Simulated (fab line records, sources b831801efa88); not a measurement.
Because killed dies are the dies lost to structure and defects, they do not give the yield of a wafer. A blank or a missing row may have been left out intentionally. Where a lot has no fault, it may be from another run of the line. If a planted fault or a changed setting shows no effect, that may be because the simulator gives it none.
Which tool was responsible? | flow sfq-line | 41 wafers from 14 lots sampled at 6 of the route's 325 steps

WHAT EACH GAUGE READ, for each wafer
The record holds no reading of a measuring or inspecting step that can be judged against a usual standard deviation.

WHAT TOOL EACH LOT RAN ON (gives the tool, then ch and the chambers of the sampled wafers, and finally the start)
lot  | SFQ_TRILAYER_M1_DEP_SPUTTER_037 | SFQ_TRILAYER_I4_CMP_CMP_100   | SFQ_TRILAYER_I4_METRO_MEASURE_101 | SFQ_TRILAYER_I4_VIA_ETCH_VIA_ETCH_106 | SFQ_TRILAYER_JJ_TRILAYER_DEP_SPUTTER_109 | SFQ_TRILAYER_JJ_TRILAYER_DEP_SPUTTER_112
L365 | pvd-sputter-05, day 11 00:49    | cmp-02 ch 0,1,3, day 41 18:07 | film-metro-01, day 41 21:14       | rie-diel-04 ch 0,2, day 47 13:02      | pvd-sputter-03, day 47 13:58             | pvd-sputter-03, day 47 15:03
L366 | pvd-sputter-05, day 11 04:34    | cmp-01 ch 0,2,3, day 41 19:14 | film-metro-04, day 41 22:22       | rie-diel-02 ch 0,1,3, day 47 14:14    | pvd-sputter-05, day 47 15:11             | pvd-sputter-05, day 47 16:16
L367 | pvd-sputter-05, day 11 08:11    | cmp-02 ch 0,2,3, day 41 22:07 | film-metro-01, day 42 00:26       | rie-diel-01 ch 0,2, day 47 17:50      | pvd-sputter-03, day 47 18:46             | pvd-sputter-03, day 47 19:51
L368 | pvd-sputter-05, day 11 14:10    | cmp-02 ch 0,2, day 42 09:37   | film-metro-04, day 42 12:38       | rie-diel-04 ch 0,2,3, day 48 08:14    | pvd-sputter-03, day 48 09:10             | pvd-sputter-03, day 48 10:15
L370 | pvd-sputter-06, day 12 06:58    | cmp-02 ch 0,2,3, day 42 19:07 | film-metro-04, day 42 21:50       | rie-diel-01 ch 1,2,3, day 48 17:54    | pvd-sputter-06, day 48 18:46             | pvd-sputter-06, day 48 19:51
L371 | pvd-sputter-03, day 12 10:34    | cmp-01 ch 0,2,3, day 42 20:47 | film-metro-01, day 42 23:18       | rie-diel-04 ch 0,2,3, day 48 20:14    | pvd-sputter-05, day 48 21:10             | pvd-sputter-05, day 48 22:15
L372 | pvd-sputter-03, day 12 14:10    | cmp-02 ch 1,2, day 42 21:37   | film-metro-04, day 43 00:26       | rie-diel-02 ch 0,1,3, day 48 22:38    | pvd-sputter-06, day 48 23:34             | pvd-sputter-06, day 49 00:39
L373 | pvd-sputter-03, day 12 17:46    | cmp-01 ch 0,2,3, day 42 22:47 | film-metro-02, day 43 02:06       | rie-diel-01 ch 0,1,2, day 48 23:50    | pvd-sputter-05, day 49 00:46             | pvd-sputter-05, day 49 01:51
L375 | pvd-sputter-06, day 13 07:44    | cmp-02 ch 0,2, day 43 03:37   | film-metro-02, day 43 06:14       | rie-diel-01 ch 2,3, day 49 07:02      | pvd-sputter-03, day 49 07:58             | pvd-sputter-03, day 49 09:03
L376 | pvd-sputter-05, day 14 20:56    | cmp-02 ch 0,1,2, day 43 07:37 | film-metro-02, day 43 09:26       | rie-diel-04 ch 0,1, day 49 08:52      | pvd-sputter-06, day 49 09:47             | pvd-sputter-06, day 49 10:53
L377 | pvd-sputter-03, day 15 05:21    | cmp-01 ch 1,2,3, day 51 04:30 | film-metro-02, day 51 07:37       | rie-diel-04 ch 0,1,3, day 51 11:08    | pvd-sputter-05, day 51 12:04             | pvd-sputter-05, day 51 13:09
L384 | pvd-sputter-06, day 18 16:31    | cmp-01 ch 1,2, day 56 03:25   | film-metro-01, day 56 06:32       | rie-diel-02 ch 0,2, day 56 17:19      | pvd-sputter-06, day 56 18:14             | pvd-sputter-06, day 56 19:20
L385 | pvd-sputter-06, day 18 23:35    | cmp-01 ch 0,2, day 56 16:55   | film-metro-02, day 56 18:56       | rie-diel-01 ch 0,3, day 61 07:50      | pvd-sputter-05, day 61 08:46             | pvd-sputter-05, day 61 09:51
L386 | pvd-sputter-03, day 19 12:46    | cmp-02 ch 0,1,2, day 56 20:35 | film-metro-02, day 56 23:13       | rie-diel-02 ch 0,3, day 61 12:38      | pvd-sputter-03, day 61 13:34             | pvd-sputter-03, day 61 14:39
- SFQ_TRILAYER_M1_DEP_SPUTTER_037: material Nb, target thk 200 nm, time 133.3 s.
- SFQ_TRILAYER_I4_CMP_CMP_100: polishes SiO2.
- SFQ_TRILAYER_I4_METRO_MEASURE_101
- SFQ_TRILAYER_I4_VIA_ETCH_VIA_ETCH_106: etches SiO2 in CHF3, stops on Nb, target depth 260 nm.
- SFQ_TRILAYER_JJ_TRILAYER_DEP_SPUTTER_109: material Nb, target thk 150 nm, time 100 s.
- SFQ_TRILAYER_JJ_TRILAYER_DEP_SPUTTER_112: material Nb, target thk 170 nm, time 113.3 s.

WHAT THE TOOLS THEMSELVES READ (means of the sampled wafers that have a number; where no wafer has one, the mark that the record gives instead)
SFQ_TRILAYER_M1_DEP_SPUTTER_037.
lot  | tool           | throttle-valve-pct (%)
L365 | pvd-sputter-05 | 30.2
L366 | pvd-sputter-05 | 30.2
L367 | pvd-sputter-05 | 30.4
L368 | pvd-sputter-05 | 30.6
L370 | pvd-sputter-06 | 29.2
L371 | pvd-sputter-03 | 31.5
L372 | pvd-sputter-03 | 29.6
L373 | pvd-sputter-03 | 30.7
L375 | pvd-sputter-06 | 29.3
L376 | pvd-sputter-05 | 29.8
L377 | pvd-sputter-03 | 31.1
L384 | pvd-sputter-06 | 29.3
L385 | pvd-sputter-06 | 29.1
L386 | pvd-sputter-03 | 30.8

SFQ_TRILAYER_I4_CMP_CMP_100.
lot  | tool   | motor-current-A (A) | time-to-endpoint-s (s)
L365 | cmp-02 | 10.0                | 215
L366 | cmp-01 | 11.0                | 210
L367 | cmp-02 | 9.5                 | 214
L368 | cmp-02 | 9.3                 | 207
L370 | cmp-02 | 9.7                 | 217
L371 | cmp-01 | 10.7                | 219
L372 | cmp-02 | 10.5                | 201
L373 | cmp-01 | 11.0                | 217
L375 | cmp-02 | 9.0                 | 206
L376 | cmp-02 | 9.9                 | 207
L377 | cmp-01 | 11.2                | 219
L384 | cmp-01 | 11.3                | 224
L385 | cmp-01 | 10.9                | 223
L386 | cmp-02 | 9.9                 | 208

SFQ_TRILAYER_I4_METRO_MEASURE_101.
lot  | tool          | thk-nm (nm)
L365 | film-metro-01 | 199.1
L366 | film-metro-04 | 201.1
L367 | film-metro-01 | 198.8
L368 | film-metro-04 | 199.6
L370 | film-metro-04 | 200.1
L371 | film-metro-01 | 200.2
L372 | film-metro-04 | 199.1
L373 | film-metro-02 | 200.3
L375 | film-metro-02 | 201.2
L376 | film-metro-02 | 200.5
L377 | film-metro-02 | 199.5
L384 | film-metro-01 | 193.0
L385 | film-metro-02 | 188.9
L386 | film-metro-02 | 200.1

SFQ_TRILAYER_I4_VIA_ETCH_VIA_ETCH_106.
lot  | tool        | drypump-motor-current-A (A) | oes-product-au (a.u.)
L365 | rie-diel-04 | 5.6                         | 0.857
L366 | rie-diel-02 | 5.7                         | 0.863
L367 | rie-diel-01 | 5.7                         | 0.849
L368 | rie-diel-04 | 5.8                         | 0.855
L370 | rie-diel-01 | 5.6                         | 0.856
L371 | rie-diel-04 | 5.8                         | 0.853
L372 | rie-diel-02 | 5.7                         | 0.851
L373 | rie-diel-01 | 5.4                         | 0.856
L375 | rie-diel-01 | 6.0                         | 0.860
L376 | rie-diel-04 | 5.8                         | 0.854
L377 | rie-diel-04 | 6.0                         | 0.848
L384 | rie-diel-02 | 5.8                         | 0.841
L385 | rie-diel-01 | 6.1                         | 0.825
L386 | rie-diel-02 | 6.2                         | 0.859

SFQ_TRILAYER_JJ_TRILAYER_DEP_SPUTTER_109.
lot  | tool           | throttle-valve-pct (%)
L365 | pvd-sputter-03 | 30.1
L366 | pvd-sputter-05 | 30.4
L367 | pvd-sputter-03 | 31.2
L368 | pvd-sputter-03 | 31.2
L370 | pvd-sputter-06 | 29.3
L371 | pvd-sputter-05 | 29.8
L372 | pvd-sputter-06 | 30.2
L373 | pvd-sputter-05 | 30.3
L375 | pvd-sputter-03 | 30.1
L376 | pvd-sputter-06 | 29.3
L377 | pvd-sputter-05 | 30.4
L384 | pvd-sputter-06 | 29.2
L385 | pvd-sputter-05 | 30.6
L386 | pvd-sputter-03 | 30.5

SFQ_TRILAYER_JJ_TRILAYER_DEP_SPUTTER_112.
lot  | tool           | throttle-valve-pct (%)
L365 | pvd-sputter-03 | 30.1
L366 | pvd-sputter-05 | 30.5
L367 | pvd-sputter-03 | 31.3
L368 | pvd-sputter-03 | 31.2
L370 | pvd-sputter-06 | 29.5
L371 | pvd-sputter-05 | 29.8
L372 | pvd-sputter-06 | 30.3
L373 | pvd-sputter-05 | 30.4
L375 | pvd-sputter-03 | 30.2
L376 | pvd-sputter-06 | 29.5
L377 | pvd-sputter-05 | 30.4
L384 | pvd-sputter-06 | 29.2
L385 | pvd-sputter-05 | 30.8
L386 | pvd-sputter-03 | 30.5

THE ANSWER, worked out from the rows above alone
Rule: what is usual is taken from the lots themselves. The widest of any qualifying gaps counts: lots, ordered by their means at a reading, are off when they make up no more than a third of the lots, leave a main group of 4 or more, and stand apart from it by 3 or more times the standard deviation of that group's means. A main group whose means are all the same, to the digits that the tables above print for the reading, isn't used. A lot without any number at a reading at which 4 lots or more have one is off too. Where the step has rows for the other lots, those lots are counted as sound. After the gauges, taken in route order, come the tools' own readings; for these a lot's mean is taken, as printed above. At the first step where some lot is off, the reading lying furthest off is the one used; lots without a number count as furthest.
Off: L384, L385 (SFQ_TRILAYER_I4_METRO_MEASURE_101, thk-nm). The main group has a mean of 200.0 nm with a standard deviation of 0.74.
If a tool, at that step or one of the process steps before it, ran each lot that is off and ran no sound lot following the first of them, it fits. This does not decide it: 2 tools fit, namely pvd-sputter-06 at SFQ_TRILAYER_M1_DEP_SPUTTER_037 and cmp-01 at SFQ_TRILAYER_I4_CMP_CMP_100.

WHAT THE SIMULATOR PUT IN
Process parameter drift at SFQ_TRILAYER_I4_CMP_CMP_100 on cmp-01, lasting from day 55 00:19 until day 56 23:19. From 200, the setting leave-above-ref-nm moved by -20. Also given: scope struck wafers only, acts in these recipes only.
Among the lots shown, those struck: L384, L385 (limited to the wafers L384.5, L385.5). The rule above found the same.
